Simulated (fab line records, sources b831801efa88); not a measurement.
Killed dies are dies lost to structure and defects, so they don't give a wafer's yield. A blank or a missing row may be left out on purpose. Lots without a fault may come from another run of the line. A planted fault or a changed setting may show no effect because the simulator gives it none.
Which tool did it? | flow sky130 | 14 lots, 42 wafers sampled, at 4 steps of a route of 708

WHAT THE GAUGES READ, wafer by wafer
The record holds no reading of a measuring or inspecting step that can be judged against a usual standard deviation.

WHICH TOOL RAN EACH LOT (tool, then ch and the chambers of the sampled wafers, then the start)
lot  | SKY_GATE_OXIDE_STRIP_13              | SKY_LDD_N_SOFTBAKE_03             | SKY_LDD_P_EXPOSE_04                 | SKY_LDD_P_STRIP_10
L999 | plasma_asher-04 ch 0,1, day 13 16:55 | litho_track-03 ch 0, day 16 23:24 | iline_stepper-01 ch 0, day 18 05:38 | plasma_asher-01 ch 0,1, day 18 20:14
L103 | plasma_asher-04 ch 0,1, day 15 03:25 | litho_track-03 ch 0, day 18 12:06 | iline_stepper-02 ch 0, day 19 20:40 | plasma_asher-04 ch 0,1, day 20 11:38
L104 | plasma_asher-01 ch 1, day 15 11:19   | litho_track-04 ch 0, day 18 20:49 | iline_stepper-01 ch 0, day 20 04:21 | plasma_asher-02 ch 0,1, day 20 18:59
L106 | plasma_asher-04 ch 0,1, day 16 07:34 | litho_track-01 ch 0, day 19 18:04 | iline_stepper-02 ch 0, day 21 01:52 | plasma_asher-04 ch 0,1, day 21 17:17
L107 | plasma_asher-04 ch 0,1, day 16 19:35 | litho_track-04 ch 0, day 20 05:20 | iline_stepper-02 ch 0, day 21 13:28 | plasma_asher-04 ch 0,1, day 22 04:25
L110 | plasma_asher-02 ch 0, day 17 19:40   | litho_track-04 ch 0, day 21 07:37 | iline_stepper-01 ch 0, day 22 15:00 | plasma_asher-04 ch 0,1, day 23 06:25
L113 | plasma_asher-01 ch 0,1, day 19 01:26 | litho_track-01 ch 0, day 22 14:07 | iline_stepper-02, day 23 21:40      | plasma_asher-01 ch 0,1, day 24 13:04
L114 | plasma_asher-02 ch 0,1, day 19 02:28 | litho_track-04 ch 0, day 22 13:46 | iline_stepper-02, day 23 21:00      | plasma_asher-02 ch 0, day 24 12:44
L116 | plasma_asher-02 ch 0,1, day 19 18:49 | litho_track-04 ch 0, day 23 12:07 | iline_stepper-01 ch 0, day 24 18:04 | plasma_asher-02 ch 0,1, day 25 09:05
L117 | plasma_asher-02 ch 0,1, day 20 00:52 | litho_track-03 ch 0, day 23 12:47 | iline_stepper-01 ch 0, day 24 19:11 | plasma_asher-02 ch 0,1, day 25 10:08
L119 | plasma_asher-01 ch 0,1, day 20 19:16 | litho_track-03 ch 0, day 24 05:21 | iline_stepper-02 ch 0, day 25 12:22 | plasma_asher-01 ch 0,1, day 26 03:05
L120 | plasma_asher-01 ch 0,1, day 21 06:46 | litho_track-03 ch 0, day 24 16:31 | iline_stepper-02 ch 0, day 25 22:46 | plasma_asher-04 ch 0,1, day 26 14:08
L121 | plasma_asher-02 ch 1, day 21 12:13   | litho_track-04 ch 0, day 24 22:02 | iline_stepper-02 ch 0, day 26 04:20 | plasma_asher-02 ch 0,1, day 26 19:23
L122 | plasma_asher-04 ch 0,1, day 21 19:49 | litho_track-04 ch 0, day 25 07:04 | iline_stepper-01 ch 0, day 26 13:00 | plasma_asher-02 ch 0,1, day 27 02:44
- SKY_GATE_OXIDE_STRIP_13: strips in O2/N2.
- SKY_LDD_N_SOFTBAKE_03: time 62.91 s.
- SKY_LDD_P_EXPOSE_04: exposes mask PSDM, target cd 380 nm.
- SKY_LDD_P_STRIP_10: strips in O2/N2.

WHAT THE TOOLS THEMSELVES READ (means of the sampled wafers that have a number; where no wafer has one, the mark that the record gives instead)
SKY_GATE_OXIDE_STRIP_13. Usual: drypump_motor_current_A 6.1 A, standard deviation 0.31; oes_product_au 0.716 a.u., standard deviation 0.0043; strip_time_to_endpoint_s 14.17 s, standard deviation 0.038.
lot  | tool            | drypump_motor_current_A (A) | oes_product_au (a.u.) | strip_time_to_endpoint_s (s) | flag
L999 | plasma_asher-04 | 5.8                         | 0.713                 | 14.18                        |
L103 | plasma_asher-04 | 5.9                         | 0.719                 | 14.19                        |
L104 | plasma_asher-01 | 6.4                         | 0.716                 | 14.17                        |
L106 | plasma_asher-04 | 5.9                         | 0.711                 | 14.12                        |
L107 | plasma_asher-04 | 5.8                         | 0.715                 | 14.20                        |
L110 | plasma_asher-02 | 6.7                         | 0.718                 | 14.19                        |
L113 | plasma_asher-01 | 6.2                         | 0.716                 | 14.12                        |
L114 | plasma_asher-02 | 6.5                         | 0.719                 | 14.15                        |
L116 | plasma_asher-02 | 6.3                         | 0.710                 | 14.18                        |
L117 | plasma_asher-02 | 6.3                         | 0.720                 | 14.13                        |
L119 | plasma_asher-01 | 6.1                         | 0.719                 | 14.16                        |
L120 | plasma_asher-01 | 6.3                         | 0.717                 | 14.14                        |
L121 | plasma_asher-02 | 6.1                         | 0.718                 | 14.23                        |
L122 | plasma_asher-04 | 5.8                         | 0.718                 | 14.20                        |

SKY_LDD_N_SOFTBAKE_03. Usual: plate_sensor_t_centre_C 90.755 C, standard deviation 0.0098; plate_sensor_t_edge_C 90.829 C, standard deviation 0.0087.
lot  | tool           | plate_sensor_t_centre_C (C) | plate_sensor_t_edge_C (C) | flag
L999 | litho_track-03 | 90.750                      | 90.827                    |
L103 | litho_track-03 | 90.758                      | 90.834                    |
L104 | litho_track-04 | 90.757                      | 90.825                    |
L106 | litho_track-01 | 90.757                      | 90.831                    |
L107 | litho_track-04 | 90.753                      | 90.825                    |
L110 | litho_track-04 | 90.753                      | 90.822                    |
L113 | litho_track-01 | 90.760                      | 90.823                    |
L114 | litho_track-04 | 90.751                      | 90.834                    |
L116 | litho_track-04 | 90.765                      | 90.833                    |
L117 | litho_track-03 | 90.757                      | 90.826                    |
L119 | litho_track-03 | 90.759                      | 90.828                    |
L120 | litho_track-03 | 90.746                      | 90.827                    |
L121 | litho_track-04 | 90.767                      | 90.831                    |
L122 | litho_track-04 | 90.758                      | 90.824                    |

SKY_LDD_P_EXPOSE_04. Usual: exposure_dose_mJ_cm2 137.78, standard deviation 0.14; focus_offset_nm 0.0 nm, standard deviation 0.52; stage_vel_mm_s 500.00 mm/s, standard deviation 0.26.
lot  | tool             | exposure_dose_mJ_cm2 | focus_offset_nm (nm) | stage_vel_mm_s (mm/s) | flag
L999 | iline_stepper-01 | 137.61               | 0.5                  | 499.94                |
L103 | iline_stepper-02 | 137.89               | 0.1                  | 499.82                |
L104 | iline_stepper-01 | 137.74               | -0.0                 | 499.94                |
L106 | iline_stepper-02 | 137.83               | 0.5                  | 500.35                |
L107 | iline_stepper-02 | 138.05               | 0.2                  | 500.19                |
L110 | iline_stepper-01 | 137.80               | -0.5                 | 499.84                |
L113 | iline_stepper-02 | -                    | -                    | -                     | OFF
L114 | iline_stepper-02 | -                    | -                    | -                     | OFF
L116 | iline_stepper-01 | 137.76               | -0.4                 | 499.83                |
L117 | iline_stepper-01 | 137.80               | -0.4                 | 499.94                |
L119 | iline_stepper-02 | 137.89               | -0.1                 | 500.33                |
L120 | iline_stepper-02 | 137.90               | 0.0                  | 500.26                |
L121 | iline_stepper-02 | 137.79               | -0.1                 | 499.91                |
L122 | iline_stepper-01 | 137.71               | 0.1                  | 499.80                |

SKY_LDD_P_STRIP_10. Usual: drypump_motor_current_A 6.1 A, standard deviation 0.32; oes_product_au 0.716 a.u., standard deviation 0.0047; strip_time_to_endpoint_s 14.16 s, standard deviation 0.042.
lot  | tool            | drypump_motor_current_A (A) | oes_product_au (a.u.) | strip_time_to_endpoint_s (s) | flag
L999 | plasma_asher-01 | 6.1                         | 0.714                 | 14.19                        |
L103 | plasma_asher-04 | 5.8                         | 0.713                 | 14.16                        |
L104 | plasma_asher-02 | 6.5                         | 0.713                 | 14.13                        |
L106 | plasma_asher-04 | 5.9                         | 0.715                 | 14.16                        |
L107 | plasma_asher-04 | 5.8                         | 0.718                 | 14.15                        |
L110 | plasma_asher-04 | 5.8                         | 0.718                 | 14.17                        |
L113 | plasma_asher-01 | 6.1                         | 0.713                 | 14.17                        |
L114 | plasma_asher-02 | 6.7                         | 0.716                 | 14.13                        |
L116 | plasma_asher-02 | 6.5                         | 0.721                 | 14.16                        |
L117 | plasma_asher-02 | 6.3                         | 0.724                 | 14.20                        |
L119 | plasma_asher-01 | 6.3                         | 0.715                 | 14.23                        |
L120 | plasma_asher-04 | 5.9                         | 0.716                 | 14.20                        |
L121 | plasma_asher-02 | 6.5                         | 0.716                 | 14.19                        |
L122 | plasma_asher-02 | 6.5                         | 0.716                 | 14.13                        |

THE ANSWER, worked out from the rows above alone
Rule: a lot is off if the mean of its wafers that have a number lies more than 3 standard deviations from the usual mean. A lot without any number at a reading at which 4 lots or more have one is off too. The other lots that the step has rows for count as sound. The gauges are gone through in route order, then the tools' own readings, and for those a lot's mean is taken as printed above. The first step at which some lot is off is used, and at that step the reading that is off furthest; a lot without a number counts as furthest.
Off: L113, L114, at SKY_LDD_P_EXPOSE_04 (exposure_dose_mJ_cm2). Without a number there: L113, L114.
A tool fits if, at that step or a process step before it, it ran every lot that is off, and no sound lot after the first of them. None of those tried fits.

WHAT THE SIMULATOR HAD PUT IN
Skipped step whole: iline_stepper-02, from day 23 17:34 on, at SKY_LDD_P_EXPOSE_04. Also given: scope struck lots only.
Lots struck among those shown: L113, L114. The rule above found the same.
